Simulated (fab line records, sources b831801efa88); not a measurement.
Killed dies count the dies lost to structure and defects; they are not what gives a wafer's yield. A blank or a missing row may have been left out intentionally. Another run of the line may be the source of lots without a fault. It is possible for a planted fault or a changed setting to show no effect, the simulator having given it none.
Which tool is to blame?    flow gf180mcu    12 lots, 36 wafers sampled, at 5 steps of a route of 602

WHAT EACH GAUGE READ, for each wafer
GF_STI_BOW_MEAS_00.
lot   measured     on             INCOMING_BOW (um)
L925  day 1 10:01  film_metro-01  -9 1 4
L926  day 1 15:01  film_metro-01  1 -5 -2
L927  day 1 20:01  film_metro-04  1 1 6
L928  day 2 01:00  film_metro-01  1 -11 6
L930  day 2 11:00  film_metro-02  -3 -5 0
L938  day 4 03:01  film_metro-04  4 -1 -2
L939  day 4 08:00  film_metro-04  -4 1 13
L941  day 4 18:00  film_metro-02  -3 5 1
L942  day 4 23:01  film_metro-04  3 -6 6
L945  day 5 14:01  film_metro-01  2 3 4
L947  day 6 00:00  film_metro-04  10 4 -6
L948  day 6 05:00  film_metro-04  2 -2 5

GF_VT_IMPLANT_RS_MEAS_46: measurement is done with a four-point probe.
lot   measured      on             MVSD_RS (ohm/sq)
L925  day 7 06:16   film_metro-03  457.1 457.7 456.9
L926  day 7 11:31   film_metro-03  457.0 457.9 458.0
L927  day 8 16:10   film_metro-04  456.5 456.1 458.0
L928  day 8 18:05   film_metro-03  457.5 455.8 457.5
L930  day 8 21:41   film_metro-01  458.0 458.3 457.5
L938  day 11 08:31  film_metro-01  465.4 464.9 464.7
L939  day 11 20:22  film_metro-03  463.6 464.8 463.2
L941  day 12 10:46  film_metro-01  457.4 456.4 457.7
L942  day 12 11:04  film_metro-04  454.8 455.8 457.0
L945  day 13 09:44  film_metro-03  456.1 456.8 457.9
L947  day 13 23:26  film_metro-04  457.4 458.6 457.0
L948  day 14 04:27  film_metro-01  454.4 455.6 455.9

EACH LOT AND THE TOOL THAT RAN IT (in order: tool; ch and the chambers of the sampled wafers; start)
lot   GF_STI_ETCH_13                     GF_MVSD_IMPLANT_09               GF_VT_IMPLANT_RTA_45
L925  rie_diel-04 ch 1,2,3, day 2 01:50  implanter-04 ch 0, day 4 03:49   rtp_anneal-02 ch 0, day 7 06:10
L926  rie_diel-04 ch 0,1, day 2 06:25    implanter-01 ch 0, day 4 09:03   rtp_anneal-01 ch 0, day 7 11:25
L927  rie_diel-03 ch 0,3, day 2 19:58    implanter-04 ch 0, day 5 08:00   rtp_anneal-01 ch 0, day 8 16:04
L928  rie_diel-02 ch 1,3, day 2 21:25    implanter-01 ch 0, day 5 09:39   rtp_anneal-01 ch 0, day 8 17:59
L930  rie_diel-04 ch 1,2, day 2 23:34    implanter-04 ch 0, day 5 11:05   rtp_anneal-01 ch 0, day 8 21:35
L938  rie_diel-02 ch 0,1,2, day 4 21:20  implanter-04 ch 0, day 7 14:15   rtp_anneal-02 ch 0, day 11 08:25
L939  rie_diel-03 ch 0,1,2, day 5 04:53  implanter-04 ch 0, day 8 02:43   rtp_anneal-02 ch 0, day 11 20:16
L941  rie_diel-04 ch 0,2,3, day 5 11:22  implanter-01 ch 0, day 8 13:23   rtp_anneal-01 ch 0, day 12 10:40
L942  rie_diel-03 ch 0,2,3, day 5 16:07  implanter-03 ch 0, day 8 13:58   rtp_anneal-02 ch 0, day 12 10:58
L945  rie_diel-03 ch 0,2, day 6 10:45    implanter-03 ch 0, day 9 10:56   rtp_anneal-02 ch 0, day 13 09:37
L947  rie_diel-03 ch 0,2,3, day 6 20:20  implanter-01 ch 0, day 9 22:33   rtp_anneal-02 ch 0, day 13 23:20
L948  rie_diel-04 ch 0,3, day 7 01:59    implanter-03 ch 0, day 10 03:18  rtp_anneal-01 ch 0, day 14 04:21
- GF_STI_ETCH_13: etches the open film in CHF3/O2, stops on Si, target depth 282.31 nm, time 112.9 s.
- GF_MVSD_IMPLANT_09
- GF_VT_IMPLANT_RTA_45: time 30 s.

AS READ BY THE TOOLS THEMSELVES (means over the sampled wafers that have a number; for cases with no such wafer, the mark the record gives instead)
GF_STI_ETCH_13.
lot   tool         O2_flow_sccm (sccm)  chamber_pressure_mTorr (mTorr)  drypump_motor_current_A (A)  oes_product_au (a.u.)  throttle_valve_pct (%)
L925  rie_diel-04  5.005                39.98                           5.7                          0.830                  8.806
L926  rie_diel-04  5.008                40.04                           5.3                          0.823                  8.805
L927  rie_diel-03  5.004                40.01                           5.6                          0.828                  8.806
L928  rie_diel-02  5.012                40.04                           6.0                          0.826                  8.806
L930  rie_diel-04  5.013                39.99                           5.4                          0.841                  8.818
L938  rie_diel-02  5.012                40.01                           5.9                          0.826                  8.805
L939  rie_diel-03  4.994                39.99                           5.9                          0.831                  8.806
L941  rie_diel-04  5.005                40.00                           5.8                          0.827                  8.819
L942  rie_diel-03  4.999                39.99                           5.9                          0.825                  8.810
L945  rie_diel-03  4.995                40.01                           6.1                          0.831                  8.809
L947  rie_diel-03  4.979                39.98                           5.9                          0.831                  8.813
L948  rie_diel-04  5.016                40.02                           5.7                          0.823                  8.802

GF_MVSD_IMPLANT_09.
lot   tool          beam_energy_keV  dose_ions_cm2  faraday_current_uA
L925  implanter-04  100.020          5.001e+12      28.4
L926  implanter-01  100.001          5.001e+12      28.7
L927  implanter-04  99.970           4.996e+12      28.1
L928  implanter-01  99.989           5.003e+12      28.1
L930  implanter-04  100.006          5.010e+12      27.7
L938  implanter-04  100.006          4.417e+12      24.9
L939  implanter-04  100.017          4.415e+12      25.1
L941  implanter-01  99.994           5.007e+12      28.1
L942  implanter-03  99.995           4.989e+12      28.3
L945  implanter-03  100.010          5.002e+12      28.0
L947  implanter-01  99.998           5.004e+12      28.3
L948  implanter-03  100.053          4.997e+12      28.4

GF_VT_IMPLANT_RTA_45.
lot   tool           lamp_power_pct (%)  wafer_temp_C_max
L925  rtp_anneal-02  36.36               1054.1
L926  rtp_anneal-01  36.13               1054.0
L927  rtp_anneal-01  36.11               1053.6
L928  rtp_anneal-01  36.16               1054.0
L930  rtp_anneal-01  36.11               1053.6
L938  rtp_anneal-02  36.41               1054.2
L939  rtp_anneal-02  36.35               1054.5
L941  rtp_anneal-01  36.12               1054.0
L942  rtp_anneal-02  36.39               1054.3
L945  rtp_anneal-02  36.38               1054.7
L947  rtp_anneal-02  36.41               1054.3
L948  rtp_anneal-01  36.12               1054.2

THE ANSWER, worked out from the rows above alone
Rule: the usual values come from the lots themselves. The widest of any qualifying gaps counts: lots, ordered by their means at a reading, are off when they make up no more than a third of the lots, leave a main group of 4 or more, and stand apart from it by 3 or more times the standard deviation of that group's means. A main group is skipped when, at the precision printed for the reading in the tables above, its means are all equal. A lot without any number at a reading at which 4 lots or more have one is off too. Where the step has rows for the other lots, those lots are counted as sound. First the gauges in route order, then the tools' own readings, where a lot's mean is used as printed above. The first step at which some lot is off is used, and at that step the reading that is off furthest; a lot without a number counts as furthest.
Off: at GF_VT_IMPLANT_RS_MEAS_46 (MVSD_RS), L938, L939. The main group has a mean of 457.0 ohm/sq with a standard deviation of 0.77.
If a tool, at a process step before that reading, ran all the lots that are off and no sound lot after the first of them, it fits. The gauges at GF_VT_IMPLANT_RS_MEAS_46 aren't tried: what is off there is off at GF_MVSD_IMPLANT_09 too, on other tools, and a gauge's error can't cause that. One fits: implanter-04 at GF_MVSD_IMPLANT_09. Its last sound lot is L930 (day 5 11:05), its first lot that is off L938 (day 7 14:15): a fault that began between those two fits.
The tool's own readings at GF_MVSD_IMPLANT_09 bear it out: on the lots that are off they differ by more than 5 times the standard deviation of the sound lots' means. dose_ions_cm2 reads 4.416e+12 there against 5.001e+12 on the sound lots; faraday_current_uA reads 25.0 there against 28.2 on the sound lots.

WHAT THE SIMULATOR HAD INSERTED
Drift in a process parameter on implanter-04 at GF_MVSD_IMPLANT_09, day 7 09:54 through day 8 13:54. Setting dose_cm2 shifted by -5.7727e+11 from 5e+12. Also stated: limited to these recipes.
Shown lots that were struck: L938, L939. Same finding as the rule above.
